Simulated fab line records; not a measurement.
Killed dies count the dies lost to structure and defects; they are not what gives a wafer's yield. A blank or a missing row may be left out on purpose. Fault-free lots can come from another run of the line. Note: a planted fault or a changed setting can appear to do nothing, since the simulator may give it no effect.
8D (eight disciplines) problem report, filled in by code | flow gf180mcu | the parts of the form that need people (team, actions taken, sign-off) are left out

1. THE ISSUE
Wafers without a fault read 796.2 W, standard deviation 2.4; rf-fwd-power-W at GF_M5_METAL_ETCH_10 reads a mean of 670.4 W on 6 wafers belonging to 2 lots. That is -52 standard deviations from the usual mean.
The step: etches the open film in Cl2/BCl3, stops on SiO2, target depth 750.8 nm, time 125.1 s.
First seen on wafer L783.2, day 29 11:42, on rie-metal-01. At this step, 33 wafers from 11 lots have a number in the record. Rule for "out" (also "out of limits"): further than 4 standard deviations from the usual mean. Any other wafer with a number is counted as sound.

2. WHAT IT IS; WHAT IT IS NOT
question                    | is                                                 | is not
which readings at this step | rf-fwd-power-W, oes-product-au, throttle-valve-pct | bcl3-flow-sccm, bias-w, drypump-motor-current-A
which lots                  | L783, L787                                         | L773, L774, L775, L778, L779, L788, L792, L794, L796
which wafers of those lots  | all that have a number                             | -
read on which tools         | rie-metal-01                                       | rie-metal-03, rie-metal-04
when                        | from day 29 11:42                                  | up to then (15 sound wafers); but 12 sound wafers of L788, L792, L794, L796 came after

3. WHAT RULES OUT EACH SUSPECT
Counting: any tool at a process step up to the reading is kept as a suspect provided that every lot that is out went through it and no sound lot did after the first of them.
- rie-diel-02 at GF_V4_ETCH_16 (etches BARC in N2/H2): kept. It processed each lot that is out, first L783 at day 27 18:28, and no sound lot thereafter; up to then, the last sound lot it processed was L778 at day 26 06:21.
- rie-metal-01 at GF_M5_METAL_ETCH_10 (etches the open film in Cl2/BCl3, stops on SiO2, target depth 750.8 nm, time 125.1 s): kept. It processed each lot that is out, first L783 at day 29 11:42, and no sound lot thereafter; up to then, the last sound lot it processed was L779 at day 28 08:20. Its own oes-product-au, rf-fwd-power-W, throttle-valve-pct readings are out on those wafers.
After counting, rie-diel-02 at GF_V4_ETCH_16 and rie-metal-01 at GF_M5_METAL_ETCH_10 remain.

4. THE CAUSE (what the simulator had put in)
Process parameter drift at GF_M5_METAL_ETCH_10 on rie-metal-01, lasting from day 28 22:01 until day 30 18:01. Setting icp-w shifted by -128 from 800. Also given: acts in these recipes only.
Counting left 2 suspects, and this tool is among them.

5. THE EFFECT CHAIN, in route order
Each row: a reading whose mean over the struck wafers that have a number lies more than 3 standard deviations from the usual. Only readings whose record carries a usual standard deviation are examined. hours: median over the lots of the time between each lot's start at the first step of this table that gives one and its start at this step. sigmas: the change, counted in usual standard deviations.
hours | step                | reading                  | usual      | on struck wafers | change | sigmas
0     | GF_M5_METAL_ETCH_10 | oes-product-au           | 0.992 a.u. | 0.905            | -0.087 | -16
0     | GF_M5_METAL_ETCH_10 | rf-fwd-power-W           | 796.2 W    | 670.4            | -125.9 | -52
0     | GF_M5_METAL_ETCH_10 | throttle-valve-pct       | 28.228 %   | 28.331           | +0.102 | +10
0     | GF_M5_STRIP_11      | oes-product-au           | 0.522 a.u. | 0.541            | +0.019 | +4.0
0     | GF_M5_STRIP_11      | strip-time-to-endpoint-s | 7.03 s     | 7.51             | +0.48  | +11
It contains these process steps:
- GF_M5_METAL_ETCH_10: etches the open film in Cl2/BCl3, stops on SiO2, target depth 750.8 nm, time 125.1 s.
- GF_M5_STRIP_11: strips in O2/N2.

6. HOW IT WOULD HAVE BEEN CAUGHT EARLIER
In this record the first reading out of limits was taken at day 29 11:42, 14 hours after the fault began at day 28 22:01.
